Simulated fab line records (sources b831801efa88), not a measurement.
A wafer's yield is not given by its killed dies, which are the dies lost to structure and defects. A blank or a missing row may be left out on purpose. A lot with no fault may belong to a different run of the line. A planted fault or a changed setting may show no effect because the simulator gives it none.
2 desks, one fault / flow gf180mcu / each desk has only its own numbers; what lay behind them comes last

## FROM THE METROLOGY DESK
Means of the sampled wafers that have a number, per lot and without regard to the tool the lot ran on: this is what the gauges read. Any lot whose mean is over 4 standard deviations away from the usual mean is out of limits and marked OUT; that distance is given in the brackets.
Columns: A = POLY_GATE_OXIDATION_THK at GF_POLY_GATE_THK_MEAS_17, usual 3.94 nm; B = cdNm at GF_PSD_CD_MEAS_07, usual 399.4 nm; C = SALICIDE_TIN_THK at GF_SALICIDE_THK_MEAS_05, usual 20.18 nm; D = CONTACT_CVD_00_THK at GF_CONTACT_THK_MEAS_01, usual 302 nm
lot=L619; first seen here=day 9 05:47; A=4.04; B=401.1; C=20.13; D=305
lot=L620; first seen here=day 9 18:23; A=4.02; B=398.6; C=20.12; D=301
lot=L621; first seen here=day 9 20:51; A=3.95; B=394.8; C=20.59; D=298
lot=L624; first seen here=day 10 20:58; A=3.98; B=398.7; C=20.34; D=299
lot=L626; first seen here=day 11 11:08; A=3.94; B=401.4; C=20.51; D=308
lot=L627; first seen here=day 11 17:47; A=4.15; B=399.7; C=20.04; D=303
lot=L628; first seen here=day 11 21:11; A=3.89; B=401.2; C=20.24; D=302
lot=L630; first seen here=day 12 20:52; A=3.89; B=394.0; C=20.36; D=298
lot=L631; first seen here=day 12 20:53; A=3.81; B=400.5; C=20.01; D=306
lot=L637; first seen here=day 14 21:50; A=3.72; B=402.2; C=19.41; D=299
lot=L639; first seen here=day 15 06:47; A=4.02; B=401.8; C=20.29; D=301
lot=L640; first seen here=day 15 14:01; A=3.94; B=399.9; C=20.08; D=299
lot=L642; first seen here=day 16 05:50; A=3.99; B=399.6; C=20.11; D=301
Result from this desk: across the 13 lots, nothing is out of limits.

## DESK OF THE TOOL OWNER: pvdSputter-01
The tool's own readings at GF_SALICIDE_SPUTTER_03 (material TiN, target thk 20 nm, time 16.7 s): means of the sampled wafers that have a number, for each lot that ran on this tool. Any lot whose mean is over 4 standard deviations away from the usual mean is out of limits and marked OUT; that distance is given in the brackets.
Columns: A = chamberPressurePa at GF_SALICIDE_SPUTTER_03, usual 0.4000 Pa; B = throttleValvePct at GF_SALICIDE_SPUTTER_03, usual 30.0 %
lot=L619; first seen here=day 15 02:17; A=0.4002; B=28.8
lot=L620; first seen here=day 15 15:44; A=0.3995; B=29.4
lot=L637; first seen here=day 21 21:30; A=0.3993; B=29.9
Result from this desk: across the 3 lots, nothing is out of limits.

## TAKEN TOGETHER
The metrology desk saw nothing out of limits.
The tool owner's desk saw nothing out of limits.

## WHAT HAD BEEN PUT IN BY THE SIMULATOR
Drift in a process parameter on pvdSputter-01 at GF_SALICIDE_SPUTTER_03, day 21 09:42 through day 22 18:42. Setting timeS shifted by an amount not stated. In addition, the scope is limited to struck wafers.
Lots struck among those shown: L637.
